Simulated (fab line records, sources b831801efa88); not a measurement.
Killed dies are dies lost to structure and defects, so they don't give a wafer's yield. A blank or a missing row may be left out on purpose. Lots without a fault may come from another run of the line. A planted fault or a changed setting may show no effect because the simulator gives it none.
Which tool did it? | flow gf180mcu | 13 lots, 39 wafers sampled, at 2 steps of a route of 602

WHAT THE GAUGES READ, wafer by wafer
GF_MIM_RS_MEAS_10: measures by four-point-probe. Usual: MIM_ALCU_RS 0.1596 ohm/sq, standard deviation 0.0019.
lot  | measured     | on            | MIM_ALCU_RS (ohm/sq) | flag
L377 | day 25 00:45 | film_metro-04 | 0.1568 0.1553 0.1561 |
L378 | day 25 05:34 | film_metro-03 | 0.1622 0.1635 0.1608 |
L382 | day 26 22:46 | film_metro-03 | 0.1576 0.1588 0.1610 |
L383 | day 27 17:23 | film_metro-04 | 0.1592 0.1584 0.1577 |
L384 | day 27 20:47 | film_metro-04 | 0.1612 0.1616 0.1596 |
L387 | day 28 15:04 | film_metro-04 | 0.1589 0.1574 0.1592 |
L390 | day 29 08:11 | film_metro-04 | 0.1582 0.1588 0.1585 |
L392 | day 30 00:48 | film_metro-03 | 0.1604 0.1616 0.1620 |
L395 | day 30 14:49 | film_metro-04 | 0.1587 0.1582 0.1565 |
L394 | day 30 16:13 | film_metro-01 | 0.1611 0.1603 0.1612 |
L396 | day 30 23:22 | film_metro-03 | 0.1631 0.1639 0.1612 |
L397 | day 31 01:53 | film_metro-04 | 0.1600 0.1616 0.1597 |
L398 | day 31 08:29 | film_metro-03 | 0.1617 0.1584 0.1595 |

WHICH TOOL RAN EACH LOT (tool, then ch and the chambers of the sampled wafers, then the start)
lot  | GF_V3_ETCH_17
L377 | rie_diel-02 ch 0,1,2, day 25 00:45 or earlier
L378 | rie_diel-01 ch 0,2,3, day 25 05:34 or earlier
L382 | rie_diel-04 ch 2,3, day 26 22:46 or earlier
L383 | rie_diel-02 ch 0,2,3, day 27 17:23 or earlier
L384 | rie_diel-04 ch 0,2,3, day 27 20:47 or earlier
L387 | rie_diel-01 ch 0,1,3, day 28 15:04 or earlier
L390 | rie_diel-01 ch 0,1,2, day 29 08:11 or earlier
L392 | rie_diel-01 ch 0,2,3, day 30 00:48 or earlier
L395 | rie_diel-02 ch 0,1,2, day 30 14:49 or earlier
L394 | rie_diel-04 ch 1,2, day 30 16:13 or earlier
L396 | rie_diel-02 ch 0,2,3, day 30 23:22 or earlier
L397 | rie_diel-04 ch 0,1,2, day 31 01:53 or earlier
L398 | rie_diel-01 ch 2,3, day 31 08:29 or earlier
- GF_V3_ETCH_17: etches SiO2 in C4F8/O2/Ar, stops on TiN, target depth 635 nm.

WHAT THE TOOLS THEMSELVES READ (means of the sampled wafers that have a number; where no wafer has one, the mark that the record gives instead)
GF_V3_ETCH_17. Usual: oes_product_au 0.856 a.u., standard deviation 0.0041.
lot  | tool        | oes_product_au (a.u.) | flag
L377 | rie_diel-02 | 0.861                 |
L378 | rie_diel-01 | 0.853                 |
L382 | rie_diel-04 | 0.858                 |
L383 | rie_diel-02 | 0.854                 |
L384 | rie_diel-04 | 0.859                 |
L387 | rie_diel-01 | 0.858                 |
L390 | rie_diel-01 | 0.857                 |
L392 | rie_diel-01 | 0.859                 |
L395 | rie_diel-02 | 0.856                 |
L394 | rie_diel-04 | 0.856                 |
L396 | rie_diel-02 | 0.857                 |
L397 | rie_diel-04 | 0.855                 |
L398 | rie_diel-01 | 0.857                 |

THE ANSWER, worked out from the rows above alone
Rule: a lot is off if the mean of its wafers that have a number lies more than 3 standard deviations from the usual mean. A lot without any number at a reading at which 4 lots or more have one is off too. The other lots that the step has rows for count as sound. The gauges are gone through in route order, then the tools' own readings, and for those a lot's mean is taken as printed above. The first step at which some lot is off is used, and at that step the reading that is off furthest; a lot without a number counts as furthest.
No lot is off at any reading shown: from this, nothing can be told.

WHAT THE SIMULATOR HAD PUT IN
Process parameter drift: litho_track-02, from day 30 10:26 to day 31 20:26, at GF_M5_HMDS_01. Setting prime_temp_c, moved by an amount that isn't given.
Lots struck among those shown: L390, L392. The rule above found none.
